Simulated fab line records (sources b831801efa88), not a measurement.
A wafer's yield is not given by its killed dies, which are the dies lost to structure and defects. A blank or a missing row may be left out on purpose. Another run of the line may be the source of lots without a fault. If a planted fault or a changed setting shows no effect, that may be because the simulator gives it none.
Split-lot experiment | flow gf180mcu | 23 wafers read across 5 lots, on a route 602 steps long

SPLIT DETAILS
At GF_CONTACT_CMP_04 (polishes SiO2), the setting leaveAboveRefNm was moved away from the recipe's 560 nm on 7 of the 23 wafers read, by -2.4% to +3.7%. This setting was run at the recipe's value on the other wafers.

FROM THE SPLIT ON TO THE READING: in between, the file shows 1 step
- GF_CONTACT_ETCH_16: etches BARC in N2/H2 (also split here: sourceW)

THE READING
CONTACT.featureDepthNm (the simulator's own value, which no gauge read), in nm, at GF_CONTACT_ETCH_17 (etches SiO2 in C4F8/O2/Ar, stops on CoSi2, target depth 860 nm). There is no usual value for it anywhere in the file. Across the 16 wafers here that went through the recipe, the average is 858.7 nm and the standard deviation 2 nm.

wafer  | tool, chamber at the split | leaveAboveRefNm as run, nm | against the recipe | CONTACT.featureDepthNm, nm | against lot-mates on the recipe
L076.3 | cmp-02, 3                  | 560                        | recipe             | 861.3                      | -
L076.4 | cmp-02, 0                  | 560                        | recipe             | 859.8                      | -
L076.6 | cmp-02, 0                  | 560                        | recipe             | 859.4                      | -
L075.1 | cmp-01, 3                  | 570.5                      | +1.9%              | 875.8                      | +18.7
L075.3 | cmp-01, 0,1                | 570.5                      | +1.9%              | 866.9                      | +9.8
L075.4 | cmp-01, 1                  | 560                        | recipe             | 856.5                      | -
L075.5 | cmp-01, 0                  | 560                        | recipe             | 857.7                      | -
L075.6 | cmp-01, 0,1                | 570.5                      | +1.9%              | 873.2                      | +16.1
L079.2 | cmp-01, 1                  | 546.5                      | -2.4%              | 841.2                      | -17.5
L079.3 | cmp-01, 3                  | 546.5                      | -2.4%              | 845.8                      | -12.9
L079.4 | cmp-01, 2                  | 560                        | recipe             | 857.5                      | -
L079.5 | cmp-01, 3                  | 560                        | recipe             | 858.2                      | -
L079.6 | cmp-01, 2                  | 560                        | recipe             | 860.3                      | -
L083.1 | cmp-02, 2                  | 560                        | recipe             | 857.6                      | -
L083.2 | cmp-02, 0                  | 560                        | recipe             | 857.8                      | -
L083.3 | cmp-02, 1                  | 560                        | recipe             | 859                        | -
L083.5 | cmp-02, 0                  | 560                        | recipe             | 859                        | -
L083.6 | cmp-02, 3                  | 560                        | recipe             | 853.4                      | -
L084.1 | cmp-01, 0                  | 580.8                      | +3.7%              | 878.3                      | +17.6
L084.2 | cmp-01, 1                  | 580.8                      | +3.7%              | 885.2                      | +24.5
L084.3 | cmp-01, 2                  | 560                        | recipe             | 860                        | -
L084.4 | cmp-01, 3                  | 560                        | recipe             | 861.4                      | -
L084.6 | cmp-01, 3                  | 560                        | recipe             | 860.6                      | -
Rows listing several chambers each stand for several wafers; the file does not say which wafer went through which chamber.

THE FIT
A straight line over all 23 wafers: CONTACT.featureDepthNm changes by +6.39 nm for each +1% of leaveAboveRefNm; r = +0.96; the points scatter about the line by 2.6 nm.
The same after taking each lot's own level away (the mean of its wafers on the recipe; 23 wafers): +6.26 nm for each +1%; r = +0.96; scatter 2.6 nm.
That fit puts the effect of the largest move of leaveAboveRefNm on the reading at 23 nm.
From 857.10 to 860.67 nm: that is the span of the lots' own levels, equal to 1.8 times the standard deviation above.
The two slopes agree, so the slope changes little with the lot-to-lot level.
Check: with one of the wafers moved furthest among these (+3.7%) left out of the fit, the line predicts +25.8 nm for it against its lot-mates. It came out at +17.6 nm against them.

ADDITIONAL SPLITS CARRIED BY THESE WAFERS
Before the reading, these wafers also passed through other splits. Each is held against what the fit with the lots' levels taken away leaves over:
other split on the same wafers       | wafers away from the commonest value | r with CONTACT.featureDepthNm (lot level and that fit taken away)
GF_VT_IMPLANT_STRIP_31 pressureMtorr | 5                                    | -0.05
GF_POLY_GATE_COAT_05 resistThkNm     | 10                                   | -0.20
GF_POLY_GATE_ETCH_13 overEtchFrac    | 8                                    | +0.00
GF_HV_LDD_DEVELOP_30 developTimeS    | 8                                    | +0.19
GF_HV_LDD_IMPLANT_48 energyKev       | 4                                    | +0.51
GF_CONTACT_ETCH_16 sourceW           | 3                                    | -0.33

THE WHOLE CHAIN: every reading that the file lists as answering this split, in the file's order
step               | what it does                                                   | reading                                                                       | change (the file's fit)              | r (the file's)
GF_CONTACT_CMP_04  | polishes SiO2                                                  | SiO2_of_CONTACT_CVD_02.thkNm (the simulator's own value, which no gauge read) | +5.59 nm for each +1% of the setting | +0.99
GF_CONTACT_ETCH_17 | etches SiO2 in C4F8/O2/Ar, stops on CoSi2, target depth 860 nm | CONTACT.featureDepthNm (the simulator's own value, which no gauge read)       | +6.17 nm for each +1% of the setting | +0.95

FILE'S OWN FIT
CONTACT.featureDepthNm changes by +6.17 nm for each +1% of leaveAboveRefNm, r = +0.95.
